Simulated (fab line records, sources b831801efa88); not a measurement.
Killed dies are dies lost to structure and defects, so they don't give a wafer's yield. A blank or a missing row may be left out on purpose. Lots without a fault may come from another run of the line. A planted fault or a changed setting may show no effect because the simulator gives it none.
A struck lot beside a sound one | flow sky130 | 35 steps out of a route of 708
Sound: wafers L729.3, L729.4, L729.6. Struck: wafers L742.2, L742.3, L742.4. The cause comes at the end.
At each step with rows: each side's tool, then ch and its chambers, then its first start. Under that, the readings that differ: sound wafers | struck wafers | difference of the means | sigmas: that difference in standard deviations of wafers without a fault.
alike: readings whose means differ by less than 2 such deviations, and words and numbers that are the same on both sides. not compared: withheld readings, readings that some wafer has no value for, bounds like >300 that may hide the same value, and numbers for which the record gives no deviation and whose values overlap.
The two part at a step that has a row with sigmas, a row that says differs or no value, or rows on one side only. Numbers that don't overlap but have no deviation are shown without sigmas and don't part them. A reading that every wafer of one side lacks parts them only if that side has two wafers or more.

first, 10 steps without rows for these wafers: SKY_VIA2_SOFTBAKE_08 (time 90 s); SKY_VIA2_EXPOSE_09 (exposes mask VIM2, target cd 200 nm); SKY_VIA2_PEB_10; SKY_VIA2_DEVELOP_11 (develop time 60 s); SKY_VIA2_ETCH_14 (etches BARC in N2/H2, stops on SiO2, time 45.9 s, target depth 60 nm); SKY_VIA2_ETCH_15 (etches SiO2 in C4F8/O2/Ar, stops on TiN, target depth 546 nm, time 84 s); SKY_VIA2_STRIP_16 (strips in O2/N2); SKY_VIA2_STRIP_17 (strips in post etch residue remover, time 1200 s); SKY_VIA2_CLEAN_18 (cleans in IPA, time 180 s); SKY_VIA2_CLEAN_19 (cleans in O3/DIW).
SKY_VIA2_SPUTTER_20: material TiN, target thk 20 nm, time 80 s.
  sound on pvd_sputter-01, day 38 15:04; struck on pvd_sputter-01, day 42 13:45
  alike: cathode_dc_power_W, throttle_valve_pct
then, 23 steps without rows for these wafers: SKY_VIA2_CVD_21 (deposits W, target thk 420 nm, time 126.4 s); SKY_VIA2_CMP_24 (polishes, stops on SiO2, t overpolish 20 s, target thk 0 nm); SKY_METAL3_SPUTTER_00 (material Ti, target thk 15 nm, time 10 s); SKY_METAL3_SPUTTER_01 (material TiN, target thk 20 nm, time 16.7 s); SKY_METAL3_SPUTTER_02 (material AlCu, target thk 735 nm, time 39.1 s); SKY_METAL3_SPUTTER_03 (material Ti, target thk 5 nm, time 3.3 s); SKY_METAL3_SPUTTER_04 (material TiN, target thk 70 nm, time 58.3 s); SKY_CAPM_CVD_00 (deposits SiO2, target thk 15.5 nm); SKY_CAPM_SPUTTER_02 (material TiN, target thk 200 nm, time 166.7 s); SKY_CAPM_DEHYDRATE_05 (time 60 s); SKY_CAPM_HMDS_06 (prime time 60 s); SKY_CAPM_COAT_07 (resist thk 1140 nm); SKY_CAPM_SOFTBAKE_08 (time 60 s); SKY_CAPM_EXPOSE_09 (exposes mask CAPM, target cd 1000 nm); SKY_CAPM_PEB_10; SKY_CAPM_DEVELOP_11 (develop time 60 s); SKY_CAPM_METAL_ETCH_13 (etches TiN in Cl2/BCl3, stops on SiO2, target depth 220 nm, time 62.9 s); SKY_CAPM_STRIP_14 (strips in O2/N2); SKY_CAPM_STRIP_15 (strips in post etch residue remover, time 1200 s); SKY_CAPM_CLEAN_16 (cleans in IPA, time 180 s); SKY_CAPM_CLEAN_17 (cleans in O3/DIW); SKY_METAL3_DEHYDRATE_05 (time 60 s); SKY_METAL3_HMDS_06 (prime time 60 s).
-- the record jumps here: 8 days lie between the struck wafers' starts before and after (it left off in module METAL3 and takes up again in module PAD_OPEN, whose first step shown is number 708 of the route) --
SKY_PAD_OPEN_PROBE_99:
  sound on prober-01, day 47 17:05; struck on prober-02, day 50 14:11
  reading                               | sound               | struck            | difference | sigmas
  defect_limited_yield (%)              | 82.9 84.6 86.4      | 73.2 79.1 70.3    | -10.4      | -5
  killed_at_M0_to_M3                    | 46 50 35            | 97 74 109         | +50        | +7
  killed_dies                           | 84 76 67            | 132 103 146       | +51        | +5
  sort_bin_3_pad_short (%)              | 1.0 0.6 0.6         | 4.5 3.0 4.7       | +3.3       | +8
  sort_bin_5_function (%)               | 10.4 7.9 6.5        | 14.0 12.6 17.7    | +6.5       | +4
  sort_n_pass                           | 408 416 425         | 360 389 346       | -51        | -5
  sort_yield_pct (%)                    | 82.9 84.6 86.4      | 73.2 79.1 70.3    | -10.4      | -5
  model.etest.tester.sort_n_pass        | 408 416 425         | 360 389 346       | -51        |
  model.etest.tester.sort_yield_pct (%) | 82.93 84.55 86.38   | 73.17 79.06 70.33 | -10.43     |
  model.etest.tester.sort_bin_5_pct (%) | 10.37 7.927 6.504   | 14.02 12.6 17.68  | +6.50      |
  model.etest.tester.sort_bin_3_pct (%) | 1.016 0.6098 0.6098 | 4.472 3.049 4.675 | +3.320     |
  alike: killed_at_M4_up, killed_at_contacts, killed_at_front_end, killed_at_other, killed_open, killed_short, sort_bin_6_memory

WHERE THEY PART
Only at SKY_PAD_OPEN_PROBE_99, within this record.

WHY: what the simulator had put in
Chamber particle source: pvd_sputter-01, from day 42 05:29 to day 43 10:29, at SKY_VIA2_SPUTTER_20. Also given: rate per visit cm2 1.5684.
